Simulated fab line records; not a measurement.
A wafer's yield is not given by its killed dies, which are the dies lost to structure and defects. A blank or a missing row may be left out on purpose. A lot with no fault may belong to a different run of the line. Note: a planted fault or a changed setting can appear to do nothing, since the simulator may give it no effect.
What tool caused it? | flow gf180mcu | Sampling: 14 lots, 42 wafers, 5 of 602 route steps

WHAT THE GAUGES READ, wafer by wafer
The record lacks any reading of a measuring or inspecting step that a usual standard deviation could be used to judge.

WHICH TOOL RAN EACH LOT (tool, then ch and the chambers of the sampled wafers, then the start)
lot  | GF_V1_CMP_04                  | GF_V1_ETCH_17                                 | GF_V1_CVD_23                  | GF_M3_SPUTTER_02             | GF_M3_SPUTTER_03
L580 | cmp-01 ch 0,1,2, day 17 06:41 | rie diel-04 ch 1,2,3, day 18 07:33 or earlier | cvd w-01 ch 0,1, day 18 07:33 | pvd sputter-02, day 20 11:47 | pvd sputter-02, day 20 11:49
L581 | cmp-01 ch 0,1,3, day 17 15:08 | rie diel-02 ch 0,1,3, day 18 16:14 or earlier | cvd w-02 ch 0,1, day 18 16:14 | pvd sputter-04, day 20 20:38 | pvd sputter-04, day 20 20:40
L582 | cmp-01 ch 0,3, day 18 01:02   | rie diel-04 ch 0,1, day 19 01:59 or earlier   | cvd w-02 ch 0,1, day 19 01:59 | pvd sputter-02, day 21 05:06 | pvd sputter-02, day 21 05:08
L586 | cmp-01 ch 0,2,3, day 19 13:14 | rie diel-02 ch 0,2,3, day 20 14:38 or earlier | cvd w-01 ch 0,1, day 20 14:38 | pvd sputter-04, day 22 17:15 | pvd sputter-04, day 22 17:17
L589 | cmp-01 ch 0,2,3, day 20 16:35 | rie diel-01 ch 1,2, day 21 18:19 or earlier   | cvd w-01 ch 0,1, day 21 18:19 | pvd sputter-04, day 23 20:22 | pvd sputter-04, day 23 20:23
L595 | cmp-02 ch 1,2,3, day 22 17:38 | rie diel-02 ch 0,1,2, day 23 17:38 or earlier | cvd w-01 ch 0,1, day 23 17:38 | pvd sputter-04, day 25 17:08 | pvd sputter-04, day 25 17:10
L596 | cmp-02 ch 0,1,2, day 23 05:44 | rie diel-01 ch 0,2, day 24 05:17 or earlier   | cvd w-01 ch 0,1, day 24 05:17 | pvd sputter-02, day 26 04:33 | pvd sputter-02, day 26 04:35
L597 | cmp-02 ch 0,2, day 23 11:17   | rie diel-01 ch 1,2,3, day 24 10:58 or earlier | cvd w-01 ch 0, day 24 10:58   | pvd sputter-02, day 26 09:19 | pvd sputter-02, day 26 09:20
L598 | cmp-02 ch 1,2, day 23 22:15   | rie diel-04 ch 1,2,3, day 24 22:11 or earlier | cvd w-01 ch 0, day 24 22:11   | pvd sputter-04, day 26 20:44 | pvd sputter-04, day 26 20:46
L599 | cmp-01 ch 1,2,3, day 24 00:36 | rie diel-04 ch 2,3, day 24 23:38 or earlier   | cvd w-02 ch 0,1, day 24 23:38 | pvd sputter-02, day 26 22:25 | pvd sputter-02, day 26 22:26
L600 | cmp-02 ch 1,2,3, day 24 10:47 | rie diel-01 ch 1,2, day 25 09:05 or earlier   | cvd w-02 ch 0,1, day 25 09:05 | pvd sputter-02, day 27 06:32 | pvd sputter-02, day 27 06:34
L601 | cmp-01 ch 0,2,3, day 24 18:53 | rie diel-01 ch 0,1,2, day 25 17:15 or earlier | cvd w-01 ch 0,1, day 25 17:15 | pvd sputter-02, day 27 15:01 | pvd sputter-02, day 27 15:03
L602 | cmp-02 ch 1,2,3, day 24 20:40 | rie diel-04 ch 0,2,3, day 25 19:50 or earlier | cvd w-02 ch 1, day 25 19:50   | pvd sputter-04, day 27 16:31 | pvd sputter-04, day 27 16:33
L603 | cmp-01 ch 0,1,2, day 25 07:11 | rie diel-04 ch 0,2,3, day 26 05:54 or earlier | cvd w-02 ch 0,1, day 26 05:54 | pvd sputter-04, day 28 03:08 | pvd sputter-04, day 28 03:10
- GF_V1_CMP_04: polishes SiO2.
- GF_V1_ETCH_17: etches SiO2 in C4F8/O2/Ar, stops on TiN, target depth 630 nm.
- GF_V1_CVD_23: deposits W, target thk 350 nm, time 105.05 s.
- GF_M3_SPUTTER_02: material AlCu, target thk 450 nm, time 23.9 s.
- GF_M3_SPUTTER_03: material Ti, target thk 10 nm, time 6.7 s.

AS READ BY THE TOOLS THEMSELVES (means over the sampled wafers that have a number; for cases with no such wafer, the mark the record gives instead)
GF_V1_CMP_04.
lot  | tool   | motor current A (A) | slurry flow ml min | time to endpoint s (s)
L580 | cmp-01 | 12.5                | 150.5              | 84
L581 | cmp-01 | 12.9                | 150.0              | 81
L582 | cmp-01 | 12.0                | 150.1              | 82
L586 | cmp-01 | 11.3                | 150.1              | 62
L589 | cmp-01 | 11.6                | 149.8              | 61
L595 | cmp-02 | 11.7                | 150.4              | 79
L596 | cmp-02 | 11.3                | 150.0              | 86
L597 | cmp-02 | 11.4                | 149.7              | 86
L598 | cmp-02 | 11.4                | 149.8              | 94
L599 | cmp-01 | 12.2                | 150.1              | 82
L600 | cmp-02 | 11.3                | 149.7              | 84
L601 | cmp-01 | 11.4                | 149.7              | 86
L602 | cmp-02 | 11.4                | 149.8              | 81
L603 | cmp-01 | 11.9                | 149.9              | 73

GF_V1_ETCH_17.
lot  | tool        | oes product au (a.u.)
L580 | rie diel-04 | 0.857
L581 | rie diel-02 | 0.857
L582 | rie diel-04 | 0.858
L586 | rie diel-02 | 0.896
L589 | rie diel-01 | 0.896
L595 | rie diel-02 | 0.856
L596 | rie diel-01 | 0.854
L597 | rie diel-01 | 0.854
L598 | rie diel-04 | 0.855
L599 | rie diel-04 | 0.854
L600 | rie diel-01 | 0.862
L601 | rie diel-01 | 0.851
L602 | rie diel-04 | 0.856
L603 | rie diel-04 | 0.854

GF_V1_CVD_23.
lot  | tool     | heater power w (W)
L580 | cvd w-01 | 1066
L581 | cvd w-02 | 726
L582 | cvd w-02 | 730
L586 | cvd w-01 | 1056
L589 | cvd w-01 | 1053
L595 | cvd w-01 | 1016
L596 | cvd w-01 | 1010
L597 | cvd w-01 | 950
L598 | cvd w-01 | 958
L599 | cvd w-02 | 736
L600 | cvd w-02 | 740
L601 | cvd w-01 | 1070
L602 | cvd w-02 | 783
L603 | cvd w-02 | 752

GF_M3_SPUTTER_02.
lot  | tool           | cathode dc power W (W) | throttle valve pct (%)
L580 | pvd sputter-02 | 10599                  | 31.4
L581 | pvd sputter-04 | 10601                  | 30.4
L582 | pvd sputter-02 | 10601                  | 31.2
L586 | pvd sputter-04 | 10599                  | 30.3
L589 | pvd sputter-04 | 10603                  | 30.8
L595 | pvd sputter-04 | 10599                  | 30.0
L596 | pvd sputter-02 | 10600                  | 30.7
L597 | pvd sputter-02 | 10599                  | 30.9
L598 | pvd sputter-04 | 10601                  | 29.9
L599 | pvd sputter-02 | 10599                  | 30.3
L600 | pvd sputter-02 | 10598                  | 30.6
L601 | pvd sputter-02 | 10598                  | 30.6
L602 | pvd sputter-04 | 10600                  | 31.2
L603 | pvd sputter-04 | 10600                  | 29.7

GF_M3_SPUTTER_03.
lot  | tool           | cathode dc power W (W) | throttle valve pct (%)
L580 | pvd sputter-02 | 2999.8                 | 31.5
L581 | pvd sputter-04 | 3000.4                 | 30.4
L582 | pvd sputter-02 | 3000.2                 | 31.3
L586 | pvd sputter-04 | 2999.8                 | 30.3
L589 | pvd sputter-04 | 3000.4                 | 30.7
L595 | pvd sputter-04 | 2999.6                 | 30.1
L596 | pvd sputter-02 | 3000.1                 | 30.6
L597 | pvd sputter-02 | 3000.4                 | 30.7
L598 | pvd sputter-04 | 2999.6                 | 30.2
L599 | pvd sputter-02 | 3000.0                 | 30.3
L600 | pvd sputter-02 | 2999.9                 | 30.6
L601 | pvd sputter-02 | 2999.9                 | 30.7
L602 | pvd sputter-04 | 2999.8                 | 31.2
L603 | pvd sputter-04 | 3000.3                 | 29.7

THE ANSWER, worked out from the rows above alone
Rule: usual is defined by the lots themselves. Put in order of their means at a reading, lots are off if they are a third of the lots or fewer, leave a main group of 4 or more, and stand apart from it by a gap of 3 or more times the standard deviation of the main group's means; of several such gaps the widest counts. A main group whose means are all the same, to the digits that the tables above print for the reading, isn't used. A lot without any number at a reading at which 4 lots or more have one is off too. The other lots that the step has rows for count as sound. First the gauges in route order, then the tools' own readings, where a lot's mean is used as printed above. At the first step where some lot is off, the reading lying furthest off is the one used; lots without a number count as furthest.
Off: L586, L589, at GF_V1_ETCH_17 (oes product au). Main group: mean 0.856 a.u., sd 0.0026.
If a tool, at that step or one of the process steps before it, ran each lot that is off and ran no sound lot following the first of them, it fits. GF_V1_ETCH_17 gives no start for some lots, so the hours and the order of its lots are those of GF_V1_CVD_23. None of those tried fits.

WHAT HAD BEEN PUT IN BY THE SIMULATOR
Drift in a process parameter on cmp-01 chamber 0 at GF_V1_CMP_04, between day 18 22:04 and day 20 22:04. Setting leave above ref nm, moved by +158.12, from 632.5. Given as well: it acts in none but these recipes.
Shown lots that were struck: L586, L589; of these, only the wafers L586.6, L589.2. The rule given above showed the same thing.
